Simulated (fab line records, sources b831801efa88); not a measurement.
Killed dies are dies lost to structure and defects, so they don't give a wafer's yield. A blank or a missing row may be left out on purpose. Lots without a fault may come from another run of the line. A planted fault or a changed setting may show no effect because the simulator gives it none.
fab line records | flow sky130
record lots=5 wafers=14 last_day=50
route steps=708 shown VIA4@645 METAL5@661 PAD_OPEN@708
lots that met no fault: from a run of the same line without faults
start_h: hours from the record's first day to the start of the lot's first wafer shown | wait_h: hours since the lot's step before | " the same as in the row above | L1.1+2: a row that stands for several wafers | - no value, or no start given | * or withheld: withheld | < > ~ a bound
route shown NAME@n: a module of which the file shows steps, and the number in the route of the first | usual: mean/standard deviation of fault-free wafers | same: alike in all rows | chamber/n: place in a boat | sites: the reading at each site | _std_site: their standard deviation | _edge_site: outer sites' mean less inner sites' | radius_mm: how far each site lies from the wafer's centre | mask NAME#n: copy n | behind: the tool/chamber that last shaped the wafer | hold: why the lot was held/for how many hours/how that ended | device: the transistor (n, p or np) that didn't switch | end of line: the same wafers' tests at the end of the route | a step without rows: its recipe alone | killed: dies lost to structure and defects at the first sort, not the wafer's yield | map: a wafer's dies, x killed, . not, _ none there
set.NAME: the setting as run; set.NAME@STEP: as run at that earlier step | model.NAME: the simulator's own value behind a step, which no gauge read
lots at some steps of the route; a table a step, a row a wafer
services: from which hour (start_h, from the record's first day; less than 0 if before it) a tool's chamber was out of use, for how many hours, and why
## steps
# step SKY_VIA4_COAT_06
# recipe resist=NOVOLAK spin_rpm=3000 resist_thk_nm=1140
# step SKY_VIA4_SOFTBAKE_07
# recipe temp_c=90 time_s=60 resist=NOVOLAK
# step SKY_VIA4_EXPOSE_08
# recipe mask_id=VIM4 na=0.6 source_shape=conventional sigma_outer=0.6 polarization=unpolarized target_cd_nm=800 dose_mj=132
# step SKY_VIA4_PEB_09
# recipe temp_c=withheld time_s=* resist=NOVOLAK
# step SKY_VIA4_DEVELOP_10
# recipe resist=NOVOLAK developer=TMAH develop_time_s=60 dev_temp_c=23
# step SKY_VIA4_OVL_MEAS_11
# usual VIA4_OVL=-0.5/1.2
# columns lot.wafer tool chamber start_h wait_h VIA4_OVL[nm]
L431.2 overlay-01 - 997.05 0.1 -3.6
L431.4 " - " " 1.2
L431.5 " - " " -2.3
L440.1 overlay-02 - 1079.05 0.1 0.8
L440.2 " - " " -0.4
L447.1 overlay-02 - 1106.40 0.1 -1.3
L447.3 " - " " 0.3
L447.4 " - " " 0.0
L452.2 overlay-01 - 1135.06 0.1 0.1
L452.4 " - " " 0.4
L452.5 " - " " 0.3
L453.2 overlay-02 - 1135.36 0.1 -0.1
L453.4 " - " " -0.7
L453.6 " - " " -1.5
# step SKY_VIA4_ETCH_12
# recipe target=SiO2 chemistry=C4F8/O2/Ar stop_on=TiN mask_material=NOVOLAK source_w=1500 bias_w=1200 pressure_mtorr=40 c4f8_flow_sccm=withheld O2_flow_sccm=6 Ar_flow_sccm=300 time_s=withheld target_depth_a=5800
# usual oes_product_au=0.925/0.0047
# columns lot.wafer tool chamber start_h wait_h oes_product_au
L431.2 rie_diel-04 0 997.09 0.0 0.928
L431.4 " 2 " " 0.926
L431.5 " 2 " " 0.932
L440.1 rie_diel-04 0 1079.09 0.0 0.928
L440.2 " 3 " " 0.925
L447.1 rie_diel-04 1 1106.44 0.0 0.922
L447.3 " 3 " " 0.913
L447.4 " 0 " " 0.920
L452.2 rie_diel-03 2 1135.09 0.0 0.928
L452.4 " 3 " " 0.918
L452.5 " 1 " " 0.922
L453.2 rie_diel-01 0 1135.39 0.0 0.918
L453.4 " 2 " " 0.918
L453.6 " 0 " " 0.922
# step SKY_VIA4_STRIP_13
# recipe chemistry=O2/N2 power_w=1400 pressure_mtorr=1500 platen_temp_c=withheld o2_flow_sccm=3000 n2_flow_sccm=300 overash_fraction=0.5
# usual drypump_motor_current_A=5.6/0.49 oes_product_au=0.710/0.0047 strip_time_to_endpoint_s=12.802/0.027
# columns lot.wafer tool chamber start_h wait_h drypump_motor_current_A oes_product_au rf_hours_counter_h strip_time_to_endpoint_s
L431.2 plasma_asher-01 0 997.16 - 5.4 0.711 89 12.793
L431.4 " 1 " " 5.3 0.707 - 12.772
L431.5 " 0 " " 5.4 0.716 - 12.812
L440.1 plasma_asher-02 0 1079.16 - 5.7 0.711 64 12.766
L440.2 " 1 " " 4.7 0.705 64 12.773
L447.1 plasma_asher-01 0 1106.51 - 5.4 0.707 101 12.795
L447.3 " 0 " " 5.4 0.706 - 12.825
L447.4 " 1 " " 5.3 0.707 - 12.830
L452.2 plasma_asher-03 0 1135.17 - 6.2 0.715 6 12.854
L452.4 " 1 " " 5.9 0.709 - 12.786
L452.5 " 1 " " 5.8 0.706 - 12.817
L453.2 plasma_asher-01 0 1135.47 - 5.4 0.707 104 12.777
L453.4 " 1 " " 5.3 0.709 - 12.771
L453.6 " 1 " " 5.3 0.702 - 12.808
# step SKY_VIA4_STRIP_14
# recipe chemistry=post_etch_residue_remover time_s=1200 temp_c=72.5
# step SKY_VIA4_CLEAN_15
# recipe chemistry=IPA time_s=180 temp_c=25
# step SKY_VIA4_CLEAN_16
# recipe chemistry=O3/DIW dry=n2_spin
# step SKY_VIA4_SPUTTER_17
# recipe material=TiN target_thk_nm=20 chamber_pressure_pa=5 power_w=4000 time_s=80
# usual throttle_valve_pct=29.5/0.86
# columns lot.wafer tool chamber start_h wait_h throttle_valve_pct
L431.2 pvd_sputter-04 - 997.77 0.0 31.3
L431.4 " - " " 28.2
L431.5 " - " " 30.0
L440.1 pvd_sputter-04 - 1079.75 0.0 28.3
L440.2 " - " " 30.1
L447.1 pvd_sputter-04 - 1107.62 0.0 30.1
L447.3 " - " " 29.9
L447.4 " - " " 31.4
L452.2 pvd_sputter-02 - 1135.76 0.0 29.6
L452.4 " - " " 29.0
L452.5 " - " " 29.1
L453.2 pvd_sputter-04 - 1136.12 0.0 31.4
L453.4 " - " " 29.8
L453.6 " - " " 28.3
# step SKY_VIA4_CVD_18
# recipe material=W target_thk_nm=505 time_s=152.14 temp_c=400 pressure_torr=40
# usual chamber_pressure_Torr=40.00/0.077 heater_power_w=842/59
# columns lot.wafer tool chamber start_h wait_h chamber_pressure_Torr heater_power_w model.W_of_VIA4_CVD_18.thk_nm
L431.2 cvd_w-01 0 997.83 0.0 40.02 754 498.5
L431.4 " 0 " " 40.04 763 495.6
L431.5 " 0 " " 40.05 755 501.5
L440.1 cvd_w-01 0 1079.81 0.0 40.05 747 164.1
L440.2 " 1 " " 39.85 873 157.6
L447.1 cvd_w-02 0 1107.68 0.0 39.95 918 500.9
L447.3 " 1 " " 39.89 856 507.9
L447.4 " 0 " " 39.93 912 504.1
L452.2 cvd_w-02 1 1135.82 0.0 40.06 851 510.9
L452.4 " 0 " " 39.94 930 505.1
L452.5 " 1 " " 40.06 844 510.1
L453.2 cvd_w-01 1 1136.18 0.0 40.03 870 511.1
L453.4 " 0 " " 40.04 747 501.8
L453.6 " 0 " " 40.07 764 511.6
# step SKY_VIA4_RS_MEAS_19
# recipe thk_meas_gauge=four-point-probe reads=W_of_VIA4_CVD_18+TiN_of_VIA4_SPUTTER_17
# usual VIA4_W_RS=0.2261/0.0025
# columns lot.wafer tool chamber start_h wait_h VIA4_W_RS[ohm/sq]
L431.2 film_metro-01 - 998.00 0.1 0.2296
L431.4 " - " " 0.2317
L431.5 " - " " 0.2284
L440.1 film_metro-02 - 1079.96 0.1 0.7093
L440.2 " - " " 0.7385
L447.1 film_metro-04 - 1107.83 0.1 0.2282
L447.3 " - " " 0.2256
L447.4 " - " " 0.2272
L452.2 film_metro-02 - 1135.99 0.1 0.2242
L452.4 " - " " 0.2268
L452.5 " - " " 0.2242
L453.2 film_metro-04 - 1136.35 0.1 0.2236
L453.4 " - " " 0.2281
L453.6 " - " " 0.2240
# step SKY_VIA4_THK_MEAS_20
# recipe thk_meas_gauge=xrf reads=W_of_VIA4_CVD_18
# usual VIA4_W_THK=518/6
# columns lot.wafer tool chamber start_h wait_h VIA4_W_THK[nm]
L431.2 film_metro-01 - 998.11 0.1 512
L431.4 " - " " 509
L431.5 " - " " 514
L440.1 film_metro-02 - 1080.08 0.1 166
L440.2 " - " " 159
L447.1 film_metro-04 - 1107.95 0.1 515
L447.3 " - " " 524
L447.4 " - " " 518
L452.2 film_metro-02 - 1136.10 0.1 524
L452.4 " - " " 517
L452.5 " - " " 524
L453.2 film_metro-04 - 1136.46 0.1 520
L453.4 " - " " 511
L453.6 " - " " 518
# step SKY_VIA4_CMP_21
# recipe stop_on=SiO2 t_overpolish_s=25 down_force_psi=3.5 platen_rpm=60 target_thk_nm=0 pad_velocity_m_s=0.94248
# usual motor_current_A=10.7/0.73 retaining_ring_pressure_frac=1.000/0.0048 slurry_filter_dp_kPa=13.50/0.13 time_to_endpoint_s=121/4.4
# columns lot.wafer tool chamber start_h wait_h motor_current_A retaining_ring_pressure_frac slurry_filter_dp_kPa time_to_endpoint_s
L431.4 cmp-02 0 998.21 0.1 10.7 1.004 13.36 118
L431.2 " 2 " " 11.1 1.001 13.30 118
L431.5 " 0 " " 10.0 0.999 13.44 119
L440.1 cmp-01 1 1080.14 0.1 10.8 0.999 13.44 45
L440.2 " 3 " " 11.6 1.000 13.36 40
L447.3 cmp-02 0 1108.06 0.1 10.9 0.992 13.31 118
L447.4 " 1 " " 10.7 0.998 13.48 117
L447.1 " 2 " " 10.9 1.006 13.48 116
L452.2 cmp-02 3 1136.25 0.1 10.0 0.996 13.68 128
L452.4 " 0 " " 10.9 1.002 13.75 118
L452.5 " 1 " " 10.9 0.997 13.30 121
L453.4 cmp-01 1 1136.51 0.0 10.6 0.998 13.36 123
L453.2 " 0 " " 9.3 1.008 13.59 120
L453.6 " 1 " " 11.2 0.999 13.41 125
# step SKY_METAL5_SPUTTER_00
# recipe material=Ti target_thk_nm=15 power_w=3000 time_s=10 chamber_pressure_pa=0.4
# usual throttle_valve_pct=29.7/0.85
# columns lot.wafer tool chamber start_h wait_h throttle_valve_pct
L431.2 pvd_sputter-04 - 998.46 0.1 31.2
L431.4 " - " " 30.0
L431.5 " - " " 28.4
L440.1 pvd_sputter-03 - 1080.44 0.2 30.3
L440.2 " - " " 29.6
L447.1 pvd_sputter-03 - 1108.31 0.1 28.9
L447.3 " - " " 30.5
L447.4 " - " " 30.0
L452.2 pvd_sputter-04 - 1136.45 0.1 28.3
L452.4 " - " " 31.7
L452.5 " - " " 31.7
L453.2 pvd_sputter-01 - 1136.81 0.1 29.1
L453.4 " - " " 30.6
L453.6 " - " " 29.0
# step SKY_PAD_OPEN_PROBE_99
# usual defect_limited_yield=82.4/1.8 killed_at_M0_to_M3=43/7.8 killed_at_M4_up=3.2/1.7 killed_at_contacts=24/5.2 killed_at_front_end=15/4.5 killed_at_other=0.4/0.65 killed_dies=87/9.1 killed_open=47/7.3 killed_short=40/6.5 sort_bin_3_pad_short=0.9/0.46 sort_bin_5_function=10.4/1.5 sort_bin_6_memory=6.3/1 sort_n_pass=405/9.1 sort_yield_pct=82.4/1.8
# same gross_dies=492 killed_at_back_side=0 sort_bin_4_leakage[%]=0 sort_bin_8_speed[%]=0
# columns lot.wafer tool chamber start_h wait_h defect_limited_yield[%] killed_at_M0_to_M3 killed_at_M4_up killed_at_contacts killed_at_front_end killed_at_other killed_dies killed_open killed_short sort_bin_3_pad_short[%] sort_bin_5_function[%] sort_bin_6_memory[%] sort_n_pass sort_yield_pct[%] model.etest.via4_chain.rc_ohm
L431.2 prober-01 - 1068.52 0.1 82.9 42 1 25 15 1 84 49 35 0.6 10.2 6.3 408 82.9 0.8058
L431.4 prober-01 - 1068.62 0.2 82.1 45 1 34 8 0 88 54 34 1.2 10.0 6.7 404 82.1 0.7924
L431.5 prober-01 - 1068.67 0.2 81.9 43 4 21 21 0 89 46 43 1.8 10.0 6.3 403 81.9 0.8127
L440.1 prober-02 - 1142.17 0.1 81.3 40 4 29 18 1 92 49 42 0.4 11.2 7.1 400 81.3 0.8779
L440.2 prober-02 - 1142.22 0.1 81.5 49 3 21 18 0 91 52 39 0.6 12.4 5.5 401 81.5 0.8986
L447.1 prober-01 - 1169.18 0.1 81.9 44 3 27 15 0 89 53 36 0.4 10.6 7.1 403 81.9 0.7954
L447.3 prober-01 - 1169.28 0.2 81.7 43 5 23 19 0 90 45 45 1.0 11.6 5.7 402 81.7 0.7556
L447.4 prober-01 - 1169.33 0.2 80.7 54 1 22 18 0 95 45 50 1.2 11.0 7.1 397 80.7 0.7975
L452.2 prober-02 - 1192.89 0.1 82.1 49 2 26 9 2 88 38 49 1.8 10.6 5.5 404 82.1 0.8011
L452.4 prober-02 - 1192.99 0.2 84.8 30 3 27 13 2 75 37 38 1.4 8.5 5.3 417 84.8 0.7956
L452.5 prober-02 - 1193.04 0.2 83.9 35 2 25 16 1 79 38 41 1.0 9.8 5.3 413 83.9 0.7953
L453.2 prober-01 - 1194.21 0.1 81.9 51 1 21 16 0 89 58 31 0.8 10.8 6.5 403 81.9 0.7901
L453.4 prober-01 - 1194.31 0.2 80.5 54 3 22 17 0 96 57 39 1.0 12.2 6.3 396 80.5 0.7983
L453.6 prober-01 - 1194.41 0.2 79.3 53 5 30 14 0 102 49 53 1.4 11.4 7.9 390 79.3 0.8313
# killed by level:class
L431.2 VIA1:geometric_particle:open=12 LI_CONTACT:geometric_particle:open=11 CONTACT:geometric_particle:open=8 VIA1:geometric_particle:short=6 VIA3:geometric_particle:open=5 VIA2:geometric_particle:open=5 METAL2:geometric_particle:short=5 FIELD_ISO:geometric_particle:open=4
L431.4 CONTACT:geometric_particle:open=13 VIA1:geometric_particle:open=12 CONTACT:geometric_particle:short=9 LI_CONTACT:geometric_particle:open=8 METAL2:geometric_particle:short=6 VIA2:geometric_particle:open=6 VIA2:geometric_particle:short=5 VIA3:geometric_particle:open=4
L431.5 VIA1:geometric_particle:open=15 CONTACT:geometric_particle:open=7 METAL2:geometric_particle:short=7 POLY_GATE:geometric_particle:open=5 LOCAL_INTERCONNECT:geometric_particle:short=5 VIA3:geometric_particle:open=5 CONTACT:geometric_particle:short=5 VIA2:geometric_particle:open=5
L440.1 CONTACT:geometric_particle:open=13 CONTACT:geometric_particle:short=7 VIA1:geometric_particle:open=7 POLY_GATE:geometric_particle:open=5 METAL2:geometric_particle:short=5 VIA2:geometric_particle:short=5 POLY_GATE:geometric_particle:short=4 LI_CONTACT:geometric_particle:open=4
L440.2 VIA1:geometric_particle:open=10 VIA2:geometric_particle:open=10 FIELD_ISO:geometric_particle:open=7 VIA3:geometric_particle:open=6 CONTACT:geometric_particle:short=6 METAL1:geometric_particle:short=6 LI_CONTACT:geometric_particle:open=5 CONTACT:geometric_particle:open=5
L447.1 VIA1:geometric_particle:open=13 VIA2:geometric_particle:open=11 CONTACT:geometric_particle:open=9 FIELD_ISO:geometric_particle:short=6 LI_CONTACT:geometric_particle:open=6 VIA1:geometric_particle:short=6 CONTACT:geometric_particle:short=5 VIA3:geometric_particle:open=4
L447.3 VIA1:geometric_particle:open=14 CONTACT:geometric_particle:open=8 METAL2:geometric_particle:short=8 CONTACT:geometric_particle:short=6 LI_CONTACT:geometric_particle:open=5 VIA3:geometric_particle:open=5 VIA1:geometric_particle:short=5 VIA3:geometric_particle:short=5
L447.4 CONTACT:geometric_particle:open=11 METAL2:geometric_particle:short=11 VIA1:geometric_particle:short=9 VIA3:geometric_particle:open=8 FIELD_ISO:geometric_particle:open=6 METAL1:geometric_particle:short=6 VIA1:geometric_particle:open=6 VIA2:geometric_particle:open=5
L452.2 VIA1:geometric_particle:open=9 CONTACT:geometric_particle:open=8 METAL1:geometric_particle:short=7 METAL3:geometric_particle:short=7 LOCAL_INTERCONNECT:geometric_particle:short=6 VIA1:geometric_particle:short=6 LI_CONTACT:geometric_particle:open=5 CONTACT:geometric_particle:short=5
L452.4 VIA1:geometric_particle:open=9 CONTACT:geometric_particle:open=9 VIA3:geometric_particle:open=7 LI_CONTACT:geometric_particle:open=7 LOCAL_INTERCONNECT:geometric_particle:short=6 FIELD_ISO:geometric_particle:short=4 POLY_GATE:geometric_particle:short=4 METAL1:geometric_particle:short=4
L452.5 CONTACT:geometric_particle:short=9 LI_CONTACT:geometric_particle:open=8 VIA1:geometric_particle:open=6 POLY_GATE:geometric_particle:open=5 VIA3:geometric_particle:open=5 FIELD_ISO:geometric_particle:short=4 POLY_GATE:geometric_particle:short=4 CONTACT:geometric_particle:open=4
L453.2 METAL1:geometric_particle:short=10 VIA1:geometric_particle:open=9 VIA3:geometric_particle:open=9 VIA2:geometric_particle:open=8 CONTACT:geometric_particle:open=8 POLY_GATE:geometric_particle:open=5 LI_CONTACT:geometric_particle:open=5 LOCAL_INTERCONNECT:geometric_particle:short=4
L453.4 VIA1:geometric_particle:open=12 VIA3:geometric_particle:open=9 LOCAL_INTERCONNECT:geometric_particle:short=8 VIA2:geometric_particle:open=8 METAL1:geometric_particle:short=7 LI_CONTACT:geometric_particle:open=6 METAL1:geometric_particle:open=5 VIA1:geometric_particle:short=5
L453.6 CONTACT:geometric_particle:open=11 VIA1:geometric_particle:open=10 CONTACT:geometric_particle:short=9 VIA3:geometric_particle:short=8 METAL1:geometric_particle:short=7 VIA3:geometric_particle:open=7 FIELD_ISO:geometric_particle:short=5 METAL2:geometric_particle:short=5
## services
# columns tool chamber start_h hours kind
cmp-02 - 973.89 1.0 repair
pvd_sputter-04 - 976.82 2.6 repair
pvd_sputter-03 - 982.16 0.9 repair
cvd_w-02 - 1016.87 6.0 pm
pvd_sputter-04 - 1027.30 6.3 repair
cmp-01 - 1027.77 1.6 repair
cmp-02 - 1030.00 5.4 repair
cvd_w-02 0 1032.18 12.2 repair
cmp-02 - 1036.15 3.9 pm
rie_diel-04 2 1037.38 6.4 repair
cmp-02 - 1041.37 3.3 pm
cvd_w-02 1 1048.45 10.1 repair
plasma_asher-03 - 1055.25 9.0 pm
pvd_sputter-02 - 1055.99 10.5 repair
rie_diel-04 2 1059.91 - clean
plasma_asher-03 - 1065.33 5.7 repair
cmp-01 - 1068.70 2.3 repair
pvd_sputter-04 - 1075.84 1.2 repair
cmp-01 - 1084.18 4.0 pm
cmp-02 - 1104.17 2.0 repair
rie_diel-04 1 1114.44 8.8 repair
cmp-01 - 1118.42 1.3 repair
cmp-01 - 1126.15 1.4 repair
cvd_w-01 0 1136.71 7.7 repair
## key
first_sign step=SKY_VIA4_RS_MEAS_19 reading=VIA4_W_RS direction=up sigmas=99+ usual=0.2261 struck=0.7239
effect step=SKY_VIA4_THK_MEAS_20 reading=VIA4_W_THK direction=down sigmas=59 usual=518 struck=163
effect step=SKY_VIA4_CMP_21 reading=time_to_endpoint_s direction=down sigmas=18 usual=* struck=*
model_effect step=SKY_VIA4_CVD_18 value=W_of_VIA4_CVD_18.thk_nm without=507.7 struck=160.8
model_effect step=SKY_PAD_OPEN_PROBE_99 value=etest.via4_chain.rc_ohm without=0.8115 struck=0.8882
met_at SKY_VIA4_CVD_18
struck_wafers L440.1,L440.2
onset_between 997.83 1079.81
also_fits SKY_VIA4_STRIP_13:plasma_asher-02
fault kind=process_parameter_drift tool=cvd_w-01 chamber=- onset_h=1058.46 steps=SKY_VIA4_CVD_18 channel=target_thk_nm offset=-346.6 shape=step end_h=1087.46 scope=struck_wafers_only acts_in=these_recipes_only stated=505
